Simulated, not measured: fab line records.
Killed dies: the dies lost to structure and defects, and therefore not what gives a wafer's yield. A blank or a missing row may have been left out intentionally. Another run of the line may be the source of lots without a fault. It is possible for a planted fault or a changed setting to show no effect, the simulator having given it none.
Problem report in the 8D (eight disciplines) form, filled by code	flow gf180mcu	the parts of the form that need people (team, actions taken, sign-off) are left out

== 1. THE ISSUE ==
Mean CONTACT_CVD_02_THK at GF_CONTACT_THK_MEAS_03: 1077 nm over 3 wafers in 3 lots; fault-free wafers: 858 nm, standard deviation 11. Measured from the usual mean, that is +20 standard deviations.
First observed at day 20 15:29: wafer L427.1, on film_metro-01. At this step, 36 wafers from 13 lots have a number in the record. Rule for "out" (also "out of limits"): further than 4 standard deviations from the usual mean. All remaining wafers that have a number are taken as sound.

== 2. WHAT THIS IS AND IS NOT ==
question	is	is not
which readings at this step	CONTACT_CVD_02_THK	-
which lots	L427, L428, L431	L411, L412, L416, L417, L418, L419, L421, L423, L432, L433
which wafers of those lots	L427.1, L428.1, L431.1	L427.3, L428.4, L431.3
read on which gauges	film_metro-01, film_metro-03	film_metro-02
when	from day 20 15:29	up to then (25 sound wafers); but 8 sound wafers of L428, L431, L432, L433 came after

== 3. WHAT RULES OUT EACH SUSPECT ==
Counting: a tool at a process step up to the reading stays a suspect if it ran every lot that is out. Sound lots after the first of them don't rule it out here, since some wafers of a struck lot are sound.
- the gauge at GF_CONTACT_THK_MEAS_03 has been ruled out. 2 gauges (film_metro-01, film_metro-03) read the wafers that are out.
- pecvd-03 at GF_CONTACT_CVD_02 (deposits SiO2 from TEOS, target thk 860 nm, time 95.992 s): kept. Ran every lot that is out, first one L427 (day 20 15:25); last sound lot up to then L423 (day 19 15:01).
- Within pecvd-03 at GF_CONTACT_CVD_02: the wafers that are out ran in chambers 0, 1; their sound lot-mates ran in chamber 2.
Left after counting: pecvd-03 at GF_CONTACT_CVD_02.

== 4. THE CAUSE (what the simulator had put in) ==
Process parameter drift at GF_CONTACT_CVD_02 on pecvd-03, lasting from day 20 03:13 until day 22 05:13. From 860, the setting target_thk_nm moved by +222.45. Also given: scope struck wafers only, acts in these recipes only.
After counting, this tool was the only one left.

== 5. THE CHAIN OF EFFECTS, in route order ==
Rows list readings where the struck wafers' mean (over those with a number) sits beyond 3 standard deviations from the usual. Readings are gone through only where the record gives a usual standard deviation; hours: the median, over the lots, of the time from a lot's start at the first step in this table giving one to that lot's start at this step; sigmas: the change measured in usual standard deviations.
hours	step	reading	usual	on struck wafers	change	sigmas
0	GF_CONTACT_THK_MEAS_03	CONTACT_CVD_02_THK	858 nm	1077	+219	+20
0	GF_CONTACT_CMP_04	time_to_endpoint_s	107 s	183	+76	+12
Its process steps:
- GF_CONTACT_CMP_04: polishes SiO2.
Later steps that measure or inspect, where all struck wafers having a row at the step show a number for every such reading and not one has moved that far: GF_M3_RS_MEAS_05.

== 6. WHAT WOULD HAVE CAUGHT IT SOONER ==
Counted from the fault's start at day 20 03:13, it took 12 hours until the first out-of-limits reading at a measuring or inspecting step in this record, taken at day 20 15:29.
No tool reading at GF_CONTACT_CVD_02 that has a usual standard deviation in the record was out on any struck wafer, so an alarm limit of 4 standard deviations on those readings would not have fired.
Lots out: 3; of these, L428, L431 started GF_CONTACT_CVD_02 on pecvd-03 after day 20 15:29. A hold on the tool at that time would have spared those 2.
